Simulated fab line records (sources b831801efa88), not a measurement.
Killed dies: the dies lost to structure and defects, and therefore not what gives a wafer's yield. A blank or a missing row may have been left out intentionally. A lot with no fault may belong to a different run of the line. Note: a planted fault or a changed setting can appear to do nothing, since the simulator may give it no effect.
Problem report in the 8D (eight disciplines) form, filled by code    flow sky130    the parts of the form that need people (team, actions taken, sign-off) are left out

1. THE PROBLEM
Wafers free of any fault read 1 nm (standard deviation 5) for VIA1_OVL at SKY_VIA1_OVL_MEAS_13, against a mean of 34 nm on 6 wafers of 2 lots. That is +6.5 standard deviations from the usual mean.
Earliest sighting: wafer L837.1 on overlay-01 at day 37 23:40. The record has a number at this step for 33 wafers belonging to 11 lots. By rule, "out" or "out of limits" means more than 4 standard deviations away from the usual mean. The rest of the wafers with a number are treated as sound.

2. WHAT IT IS, WHAT IT ISN'T
question                     is                      is not
which readings at this step  VIA1_OVL                -
which lots                   L837, L841              L826, L827, L828, L830, L831, L836, L844, L845, L847
which wafers of those lots   all that have a number  -
read on which gauges         overlay-01              overlay-02
when                         from day 37 23:40       up to then (18 sound wafers); but 9 sound wafers of L844, L845, L847 came after

3. THE SUSPECTS, EACH WITH WHAT RULES IT OUT
Counting: a tool at any process step up to the reading remains a suspect when it ran all the lots that are out and ran no sound lot after the first of those.
- the gauge at SKY_VIA1_OVL_MEAS_13: kept. All the wafers that are out were read on overlay-01, and no step on other tools shows them out.
- rieMetal-02 at SKY_METAL1_DESCUM_17 (chemistry O2, time 8 s): kept. Every lot that is out went through it, starting with L837 (day 36 18:55), and after that it ran no sound lot; the last sound lot it ran before then is L830 (day 34 19:15).
- rieMetal-02 at SKY_METAL1_METAL_ETCH_19 (etches the open film in Cl2/BCl3, stops on SiO2, target depth 360 nm, time 78 s): kept. Every lot that is out went through it, starting with L837 (day 36 19:03), and after that it ran no sound lot; the last sound lot it ran before then is L830 (day 34 19:20).
- krfScanner-02 at SKY_VIA1_EXPOSE_09 (exposes mask VIM, target cd 150 nm): kept. Every lot that is out went through it, starting with L837 (day 37 10:20), and after that it ran no sound lot; the last sound lot it ran before then is L836 (day 37 04:29).
Left after counting: rieMetal-02 at SKY_METAL1_DESCUM_17, rieMetal-02 at SKY_METAL1_METAL_ETCH_19, krfScanner-02 at SKY_VIA1_EXPOSE_09, overlay-01 at SKY_VIA1_OVL_MEAS_13.

4. THE CAUSE (what the simulator had put in)
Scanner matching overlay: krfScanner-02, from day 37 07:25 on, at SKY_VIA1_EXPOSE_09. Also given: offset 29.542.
Of the 4 suspects that counting leaves, this tool is one.

5. THE EFFECT CHAIN, in route order
One row per reading whose mean, taken over the struck wafers that have a number, lies over 3 standard deviations from the usual. Scope: only readings with a usual standard deviation given in the record; hours: median across lots of the time from each lot's start at the first step in this table that gives one to its start at this step; sigmas: change in usual standard deviations.
hours  step                  reading   usual  on struck wafers  change  sigmas
0      SKY_VIA1_OVL_MEAS_13  VIA1_OVL  1 nm   34                +33     +6.5

6. WHAT WOULD HAVE CAUGHT IT SOONER
Counted from the fault's start at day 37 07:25, it took 16 hours until the first out-of-limits reading at a measuring or inspecting step in this record, taken at day 37 23:40.
Tool readings at SKY_VIA1_EXPOSE_09 with a usual standard deviation given in the record: none out on any struck wafer, hence no alarm at a limit of 4 standard deviations on them.
Among the 2 lots that are out, L841 began SKY_VIA1_EXPOSE_09 on krfScanner-02 after day 37 23:40. Had the tool been put on hold then, it would have been spared.
